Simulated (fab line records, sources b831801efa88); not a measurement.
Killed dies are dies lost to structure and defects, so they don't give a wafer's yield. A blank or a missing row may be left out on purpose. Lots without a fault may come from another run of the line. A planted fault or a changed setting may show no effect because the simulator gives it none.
A struck lot beside a sound one | flow sky130 | 18 steps out of a route of 708
Sound: wafers L945.4, L945.5, L945.6. Struck: wafers L956.1, L956.2, L956.3. The cause comes at the end.
At each step with rows: each side's tool, then ch and its chambers, then its first start. Under that, the readings that differ: sound wafers | struck wafers | difference of the means | sigmas: that difference in standard deviations of wafers without a fault.
alike: readings whose means differ by less than 2 such deviations, and words and numbers that are the same on both sides. not compared: withheld readings, readings that some wafer has no value for, bounds like >300 that may hide the same value, and numbers for which the record gives no deviation and whose values overlap.
The two part at a step that has a row with sigmas, a row that says differs or no value, or rows on one side only. Numbers that don't overlap but have no deviation are shown without sigmas and don't part them. A reading that every wafer of one side lacks parts them only if that side has two wafers or more.

first, 1 step without rows for these wafers: SKY_NWELL_IMPLANT_24.
SKY_NWELL_STRIP_25: strips in O2/N2.
  sound on plasma_asher-03 ch 0,1, day 6 10:45; struck on plasma_asher-03 ch 0,1, day 9 01:22
  alike: drypump_motor_current_A, oes_product_au, strip_time_to_endpoint_s
  not compared: rf_hours_counter_h
SKY_NWELL_TW_MEAS_26:
  sound on film_metro-03, day 6 10:51; struck on film_metro-04, day 9 01:28
  alike: NWELL_2_TW
then, 1 step without rows for these wafers: SKY_NWELL_CLEAN_27 (cleans in SC1/SC2, time 150 s).
SKY_NWELL_RTA_28: time 30 s.
  sound on rtp_anneal-01 ch 0, day 6 10:59; struck on rtp_anneal-01 ch 0, day 9 01:34
  alike: chamber_o2_ppm, lamp_power_pct, ramp_up_c_per_s, wafer_temp_C_max
SKY_NWELL_RS_MEAS_29: measures by four-point-probe.
  sound on film_metro-02, day 6 11:06; struck on film_metro-03, day 9 01:40
  alike: NWELL_RS
SKY_NWELL_RS_MEAS_31: measures by four-point-probe.
  sound on film_metro-02, day 6 11:20; struck on film_metro-03, day 9 01:55
  reading          | sound          | struck         | difference | sigmas
  PWDE_RS (ohm/sq) | 5239 5250 5261 | 5281 5273 5292 | +32        | +2
then, 4 steps without rows for these wafers: SKY_VT_ADJUST_HVTP_DEHYDRATE_00 (time 60 s); SKY_VT_ADJUST_HVTP_HMDS_01 (prime time 60 s); SKY_VT_ADJUST_HVTP_COAT_02 (resist thk 1140 nm); SKY_VT_ADJUST_HVTP_SOFTBAKE_03 (time 60 s).
SKY_VT_ADJUST_HVTP_EXPOSE_04: exposes mask HVTPM, target cd 380 nm.
  sound on iline_stepper-01 ch 0, day 6 20:53; struck on iline_stepper-01 ch 0, day 9 12:34
  reading                                | sound                | struck            | difference | sigmas
  model.VT_ADJUST_HVTP.overlay_x_nm (nm) | 0.4651 0.4651 0.4651 | 39.46 39.46 39.46 | +38.99     |
  alike: mask, stage_vel_mm_s
then, 2 steps without rows for these wafers: SKY_VT_ADJUST_HVTP_PEB_05; SKY_VT_ADJUST_HVTP_DEVELOP_06 (develop time 60 s).
SKY_VT_ADJUST_HVTP_CD_MEAS_07: target cd 380 nm.
  sound on cd_sem-01, day 7 06:08; struck on cd_sem-01, day 9 22:52
  alike: cd_nm
SKY_VT_ADJUST_HVTP_OVL_MEAS_08:
  sound on overlay-02, day 7 06:13; struck on overlay-01, day 9 22:59
  reading                 | sound       | struck         | difference | sigmas
  VT_ADJUST_HVTP_OVL (nm) | 0.3 0.2 0.1 | 38.7 38.1 38.6 | +38.3      | +29
then, 1 step without rows for these wafers: SKY_VT_ADJUST_HVTP_IMPLANT_09.
-- the record jumps here: 40 days lie between the struck wafers' starts before and after (it left off in module VT_ADJUST_HVTP and takes up again in module PAD_OPEN, whose first step shown is number 708 of the route) --
SKY_PAD_OPEN_PROBE_99:
  sound on prober-01, day 47 03:17; struck on prober-01, day 49 17:17
  reading                                    | sound                   | struck                  | difference | sigmas
  model.etest.sram_pfet_latch.drive_ua_um    | 136.5 150.9 141.9       | 154.5 157.8 158.7       | +13.9      |
  model.etest.sram_pfet_latch.off_log10_a_um | -13.16 -12.57 -12.88    | -12.09 -11.9 -11.96     | +0.89      |
  model.etest.sram_pfet_latch.vt_sat_v (V)   | -0.8138 -0.7592 -0.7916 | -0.7203 -0.7119 -0.7056 | +0.0756    |
  alike: killed_at_M0_to_M3, killed_at_M4_up, killed_at_contacts, killed_at_front_end, killed_at_other, killed_dies, killed_open, killed_short

WHERE THEY PART
First at SKY_NWELL_RS_MEAS_31; last, within this record, at SKY_VT_ADJUST_HVTP_OVL_MEAS_08. Later steps at which nothing parts them and some readings are alike: SKY_PAD_OPEN_PROBE_99.

WHY: what the simulator had put in
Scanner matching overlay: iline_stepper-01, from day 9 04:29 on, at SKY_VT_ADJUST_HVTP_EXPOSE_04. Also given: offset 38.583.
